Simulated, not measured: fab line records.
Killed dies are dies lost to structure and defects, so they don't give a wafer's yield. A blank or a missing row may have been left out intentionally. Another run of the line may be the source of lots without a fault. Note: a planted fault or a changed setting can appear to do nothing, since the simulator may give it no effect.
fab line records	flow sky130
[record] lots = 6	wafers = 18	last-day = 50
route steps=708 shown VT_ADJUST_HVTP@87 VT_ADJUST_LVTN@97
lots untouched by any fault: they come from a run of this same line in which no faults occurred
start-h: start of the lot's first displayed wafer, in hours after the record's first day	wait-h: hours elapsed since this lot's preceding step	" identical to the entry in the row above	L1.1+2: one row covering several wafers at once	- value missing, or start not given	* or withheld: withheld	< > ~ a bound
route shown NAME@n: NAME is a module with steps in the file, n the number in the route of the first one	usual: the fault-free wafers' mean and standard deviation	same: alike in all rows	chamber/n: place in a boat	sites: readings site by site	_std_site: their standard deviation	_edge_site: mean of outer sites minus mean of inner sites	radius-mm: for every site, how far away it sits from the centre of the wafer	mask NAME#n: copy n	behind: the tool/chamber that last shaped the wafer	hold: the reason the lot was held/the length of the hold in hours/how it ended	device: transistor that didn't switch, given as n, p or np	end of line: tests of these same wafers at the route's end	a step with no rows: only its recipe	killed: count of dies lost to structure and defects at first sort (not the wafer's yield)	map: dies across one wafer; x = killed, . = not, _ = none there
set.NAME: the setting that was run; set.NAME@STEP: the one run at that earlier step	model.NAME: the simulator's own value behind a step, which no gauge read
a table for each step, a row for each wafer; lots at some steps of the route
services: the hour from which a tool's chamber was out of use, counted from the record's first day as start-h (under 0 if before that day), plus the number of hours and why
[[steps]]
[step SKY_VT_ADJUST_HVTP_COAT_02]
[recipe] resist = NOVOLAK	spin-rpm = 3000	resist-thk-nm = 1140
[step SKY_VT_ADJUST_HVTP_SOFTBAKE_03]
[recipe] temp-c = 90	time-s = 60	resist = NOVOLAK
[step SKY_VT_ADJUST_HVTP_EXPOSE_04]
[recipe] mask-id = HVTPM	na = 0.6	source-shape = conventional	sigma-outer = 0.6	polarization = unpolarized	target-cd-nm = 380	dose-mj = 140
[step SKY_VT_ADJUST_HVTP_PEB_05]
[recipe] temp-c = withheld	time-s = *	resist = NOVOLAK
[step SKY_VT_ADJUST_HVTP_DEVELOP_06]
[recipe] resist = NOVOLAK	developer = TMAH	develop-time-s = 60	dev-temp-c = 23
[step SKY_VT_ADJUST_HVTP_CD_MEAS_07]
[recipe] target-cd-nm = 380
[usual] cd-nm = 379.9/2.5
lot.wafer	tool	chamber	start-h	wait-h	cd-nm
L545.1	cd-sem-02	-	156.31	0.1	380.2
L545.4	"	-	"	"	381.5
L545.5	"	-	"	"	378.1
L549.1	cd-sem-02	-	184.36	0.1	382.0
L549.4	"	-	"	"	381.0
L549.5	"	-	"	"	381.3
L555.1	cd-sem-01	-	221.51	0.1	378.5
L555.5	"	-	"	"	376.4
L555.6	"	-	"	"	376.8
L559.1	cd-sem-01	-	251.61	0.1	380.8
L559.2	"	-	"	"	381.1
L559.3	"	-	"	"	380.0
L560.2	cd-sem-01	-	265.73	0.1	378.1
L560.5	"	-	"	"	377.5
L560.6	"	-	"	"	379.4
L562.3	cd-sem-02	-	271.82	0.1	383.9
L562.4	"	-	"	"	381.7
L562.5	"	-	"	"	382.0
[step SKY_VT_ADJUST_HVTP_OVL_MEAS_08]
[usual] VT_ADJUST_HVTP_OVL = 0.7/1.2
lot.wafer	tool	chamber	start-h	wait-h	VT_ADJUST_HVTP_OVL[nm]
L545.1	overlay-01	-	156.43	0.1	1.3
L545.4	"	-	"	"	0.2
L545.5	"	-	"	"	-0.4
L549.1	overlay-02	-	184.48	0.1	0.3
L549.4	"	-	"	"	0.6
L549.5	"	-	"	"	0.8
L555.1	overlay-02	-	221.63	0.1	1.0
L555.5	"	-	"	"	-1.0
L555.6	"	-	"	"	0.1
L559.1	overlay-02	-	251.73	0.1	0.6
L559.2	"	-	"	"	-0.2
L559.3	"	-	"	"	-0.5
L560.2	overlay-02	-	265.83	0.1	2.8
L560.5	"	-	"	"	2.0
L560.6	"	-	"	"	3.0
L562.3	overlay-01	-	271.91	0.1	1.0
L562.4	"	-	"	"	-0.5
L562.5	"	-	"	"	1.8
[step SKY_VT_ADJUST_HVTP_IMPLANT_09]
[recipe] species = As	energy-kev = 150	dose-cm2 = 4.3e+12	tilt-deg = withheld
[step SKY_VT_ADJUST_HVTP_STRIP_10]
[recipe] chemistry = O2/N2	power-w = 1400	pressure-mtorr = 1500	platen-temp-c = withheld	o2-flow-sccm = 3000	n2-flow-sccm = 300	overash-fraction = 0.5
[usual] drypump-motor-current-A = 5.7/0.4	oes-product-au = 0.715/0.0052	strip-time-to-endpoint-s = 14.18/0.037
lot.wafer	tool	chamber	start-h	wait-h	drypump-motor-current-A	oes-product-au	rf-hours-counter-h	strip-time-to-endpoint-s
L545.1	plasma-asher-03	0	156.61	0.1	5.5	0.711	35	14.21
L545.4	"	0	"	"	5.5	0.717	-	14.18
L545.5	"	0	"	"	5.5	0.715	-	14.19
L549.1	plasma-asher-01	0	184.66	0.1	5.5	0.719	48	14.15
L549.4	"	0	"	"	5.5	0.718	-	14.17
L549.5	"	1	"	"	6.1	0.716	-	14.14
L555.1	plasma-asher-03	0	221.81	0.1	5.5	0.706	41	14.26
L555.5	"	1	"	"	5.9	0.712	-	14.26
L555.6	"	0	"	"	5.5	0.716	-	14.28
L559.1	plasma-asher-03	0	251.91	0.1	5.4	0.716	44	14.20
L559.2	"	1	"	"	5.9	0.706	44	14.24
L559.3	"	1	"	"	6.0	0.717	-	14.26
L560.2	plasma-asher-01	1	266.01	0.1	6.1	0.707	57	14.20
L560.5	"	1	"	"	6.1	0.709	-	14.21
L560.6	"	0	"	"	5.5	0.707	-	14.19
L562.3	plasma-asher-03	1	272.12	0.1	6.0	0.711	-	14.22
L562.4	"	0	"	"	5.5	0.707	-	14.23
L562.5	"	0	"	"	5.5	0.719	-	14.19
[step SKY_VT_ADJUST_HVTP_TW_MEAS_11]
[usual] VT_ADJUST_HVTP_TW = 1362/7.1
lot.wafer	tool	chamber	start-h	wait-h	VT_ADJUST_HVTP_TW
L545.1	film-metro-02	-	156.71	0.1	1360
L545.4	"	-	"	"	1354
L545.5	"	-	"	"	1362
L549.1	film-metro-01	-	184.76	0.1	1361
L549.4	"	-	"	"	1357
L549.5	"	-	"	"	1365
L555.1	film-metro-01	-	221.91	0.1	1361
L555.5	"	-	"	"	1358
L555.6	"	-	"	"	1356
L559.1	film-metro-03	-	252.01	0.1	1370
L559.2	"	-	"	"	1360
L559.3	"	-	"	"	1367
L560.2	film-metro-03	-	266.12	0.1	1375
L560.5	"	-	"	"	1374
L560.6	"	-	"	"	1380
L562.3	film-metro-02	-	272.21	0.1	1365
L562.4	"	-	"	"	1366
L562.5	"	-	"	"	1375
[step SKY_VT_ADJUST_LVTN_DEHYDRATE_00]
[recipe] temp-c = 200	time-s = 60
[step SKY_VT_ADJUST_LVTN_HMDS_01]
[recipe] prime-time-s = 60	prime-temp-c = 120
[step SKY_VT_ADJUST_LVTN_COAT_02]
[recipe] spin-rpm = 2000	resist-thk-nm = 3000
[usual] chill-plate-temp-C = 23.00/0.11
lot.wafer	tool	chamber	start-h	wait-h	chill-plate-temp-C	model.coat_of_VT_ADJUST_LVTN_COAT_02.thk-nm
L545.1	litho-track-03	0	166.92	0.1	22.95	2994
L545.4	"	0	"	"	22.91	3006
L545.5	"	0	"	"	22.85	3004
L549.1	litho-track-02	0	194.63	0.1	23.19	2994
L549.4	"	0	"	"	23.05	2991
L549.5	"	0	"	"	23.19	3003
L555.1	litho-track-03	0	233.57	0.1	23.11	2176
L555.5	"	0	"	"	23.16	2177
L555.6	"	0	"	"	23.13	2186
L559.1	litho-track-03	0	263.47	0.1	23.02	2175
L559.2	"	0	"	"	22.97	2178
L559.3	"	0	"	"	23.05	2165
L560.2	litho-track-02	0	278.86	0.1	23.02	3005
L560.5	"	0	"	"	23.10	3015
L560.6	"	0	"	"	22.93	3020
L562.3	litho-track-01	0	283.96	0.1	23.06	2996
L562.4	"	0	"	"	23.00	2996
L562.5	"	0	"	"	23.11	3005
[step SKY_VT_ADJUST_LVTN_SOFTBAKE_03]
[recipe] temp-c = 110	time-s = withheld
[step SKY_VT_ADJUST_LVTN_EXPOSE_04]
[recipe] mask-id = NWM_COMPLEMENT_LESS_NATIVE	na = 0.6	source-shape = conventional	sigma-outer = 0.6	polarization = unpolarized	target-cd-nm = 840	dose-mj = 194
[step SKY_VT_ADJUST_LVTN_PEB_05]
[recipe] temp-c = 115	time-s = withheld
[step SKY_VT_ADJUST_LVTN_DEVELOP_06]
[recipe] wall-angle-deg = 90	developer = TMAH	develop-time-s = 60	dev-temp-c = 23
[usual] chill-plate-temp-C = 22.99/0.093
lot.wafer	tool	chamber	start-h	wait-h	chill-plate-temp-C	model.coat_of_VT_ADJUST_LVTN_COAT_02.thk-nm
L545.1	litho-track-02	0	-	-	22.99	2990
L545.4	"	0	"	"	23.01	3001
L545.5	"	0	"	"	23.02	3000
L549.1	litho-track-03	0	-	-	22.99	2990
L549.4	"	0	"	"	23.19	2987
L549.5	"	0	"	"	22.96	2999
L555.1	litho-track-03	0	-	-	23.06	2172
L555.5	"	0	"	"	23.08	2173
L555.6	"	0	"	"	22.95	2181
L559.1	litho-track-01	0	-	-	22.90	2171
L559.2	"	0	"	"	22.89	2174
L559.3	"	0	"	"	22.91	2161
L560.2	litho-track-03	0	-	-	23.07	3000
L560.5	"	0	"	"	23.03	3010
L560.6	"	0	"	"	23.13	3016
L562.3	litho-track-03	0	-	-	23.07	2992
L562.4	"	0	"	"	23.13	2992
L562.5	"	0	"	"	23.07	3001
[step SKY_VT_ADJUST_LVTN_OVL_MEAS_07]
[usual] VT_ADJUST_LVTN_OVL = 0.0/1.7
lot.wafer	tool	chamber	start-h	wait-h	VT_ADJUST_LVTN_OVL[nm]
L545.1	overlay-02	-	178.08	-	2.4
L545.4	"	-	"	"	2.2
L545.5	"	-	"	"	2.3
L549.1	overlay-02	-	206.22	-	0.1
L549.4	"	-	"	"	0.7
L549.5	"	-	"	"	1.3
L555.1	overlay-02	-	245.42	-	2.1
L555.5	"	-	"	"	1.4
L555.6	"	-	"	"	2.8
L559.1	overlay-02	-	275.21	-	0.0
L559.2	"	-	"	"	0.6
L559.3	"	-	"	"	0.6
L560.2	overlay-01	-	290.92	-	-0.3
L560.5	"	-	"	"	-0.6
L560.6	"	-	"	"	0.4
L562.3	overlay-01	-	296.63	-	0.7
L562.4	"	-	"	"	2.8
L562.5	"	-	"	"	2.1
[step SKY_VT_ADJUST_LVTN_IMPLANT_08]
[recipe] species = B	energy-kev = 30	dose-cm2 = 1.57e+12	tilt-deg = withheld
[step SKY_VT_ADJUST_LVTN_STRIP_09]
[recipe] chemistry = O2/N2	power-w = 1400	pressure-mtorr = 1500	platen-temp-c = withheld	o2-flow-sccm = 3000	n2-flow-sccm = 300	overash-fraction = 0.5
[usual] drypump-motor-current-A = 5.6/0.34	oes-product-au = 0.722/0.0047	strip-time-to-endpoint-s = 36.95/0.12
lot.wafer	tool	chamber	start-h	wait-h	drypump-motor-current-A	oes-product-au	rf-hours-counter-h	strip-time-to-endpoint-s
L545.1	plasma-asher-04	1	178.27	0.1	5.3	0.721	47	36.84
L545.4	"	0	"	"	5.7	0.726	-	36.96
L545.5	"	0	"	"	5.7	0.717	-	36.97
L549.1	plasma-asher-04	1	206.40	0.1	5.3	0.721	50	36.84
L549.4	"	0	"	"	5.6	0.728	-	36.82
L549.5	"	1	"	"	5.3	0.725	-	36.96
L555.1	plasma-asher-02	1	245.60	0.1	4.9	0.723	13	27.40
L555.5	"	0	"	"	6.0	0.722	-	27.41
L555.6	"	1	"	"	4.9	0.710	-	27.51
L559.1	plasma-asher-03	1	275.39	0.1	6.0	0.725	46	27.38
L559.2	"	0	"	"	5.5	0.717	46	27.41
L559.3	"	0	"	"	5.5	0.718	-	27.28
L560.2	plasma-asher-02	0	291.10	0.1	6.0	0.716	18	36.96
L560.5	"	1	"	"	4.9	0.721	-	37.08
L560.6	"	0	"	"	6.0	0.720	-	37.14
L562.3	plasma-asher-02	1	296.84	0.1	4.9	0.727	-	36.86
L562.4	"	0	"	"	6.0	0.723	-	36.88
L562.5	"	0	"	"	6.0	0.720	-	36.97
[step SKY_VT_ADJUST_LVTN_TW_MEAS_10]
[usual] VT_ADJUST_LVTN_TW = 242.9/1.3
lot.wafer	tool	chamber	start-h	wait-h	VT_ADJUST_LVTN_TW
L545.1	film-metro-03	-	178.37	0.1	244.5
L545.4	"	-	"	"	245.1
L545.5	"	-	"	"	245.8
L549.1	film-metro-04	-	206.50	0.1	243.3
L549.4	"	-	"	"	243.1
L549.5	"	-	"	"	243.2
L555.1	film-metro-04	-	245.70	0.1	244.9
L555.5	"	-	"	"	243.7
L555.6	"	-	"	"	244.0
L559.1	film-metro-03	-	275.49	0.1	245.3
L559.2	"	-	"	"	245.5
L559.3	"	-	"	"	243.5
L560.2	film-metro-01	-	291.21	0.1	240.0
L560.5	"	-	"	"	242.3
L560.6	"	-	"	"	242.3
L562.3	film-metro-04	-	296.92	0.1	242.1
L562.4	"	-	"	"	242.7
L562.5	"	-	"	"	243.7
[[services]]
tool	chamber	start-h	hours	kind
plasma-asher-04	-	219.03	6.2	repair
plasma-asher-04	-	220.98	1.5	repair
plasma-asher-01	-	237.65	0.3	repair
plasma-asher-03	-	257.08	2.8	pm
plasma-asher-02	-	273.06	3.0	repair
plasma-asher-04	-	275.61	14.6	pm
plasma-asher-01	-	283.61	3.8	repair
[[key]]
[first-sign] step = SKY_VT_ADJUST_LVTN_STRIP_09	reading = strip-time-to-endpoint-s	direction = down	sigmas = 81	usual = *	struck = *
effect none on later readings
[model-effect] step = SKY_VT_ADJUST_LVTN_COAT_02	value = coat_of_VT_ADJUST_LVTN_COAT_02.thk-nm	without = 2997	struck = 2176
[model-effect] step = SKY_VT_ADJUST_LVTN_DEVELOP_06	value = coat_of_VT_ADJUST_LVTN_COAT_02.thk-nm	without = 2993	struck = 2172
met-at SKY_VT_ADJUST_LVTN_COAT_02
struck-wafers L555.1,L555.5,L555.6,L559.1,L559.2,L559.3
tester-left-out L555,L559
onset-between 166.92 233.57
[fault] kind = process-parameter-drift	tool = litho-track-03	chamber = -	onset-h = 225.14	steps = SKY_VT_ADJUST_LVTN_COAT_02	channel = resist-thk-nm	offset = -822	shape = step	end-h = 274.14	acts-in = these-recipes-only	stated = 3000
// tester-left-out: of these lots the tester's yield and bins aren't shown, on N5 and GAA mostly nor the transistor test; their killed dies are dies lost to structure and defects alone, not to doping, threshold or leakage, so they don't give the yield
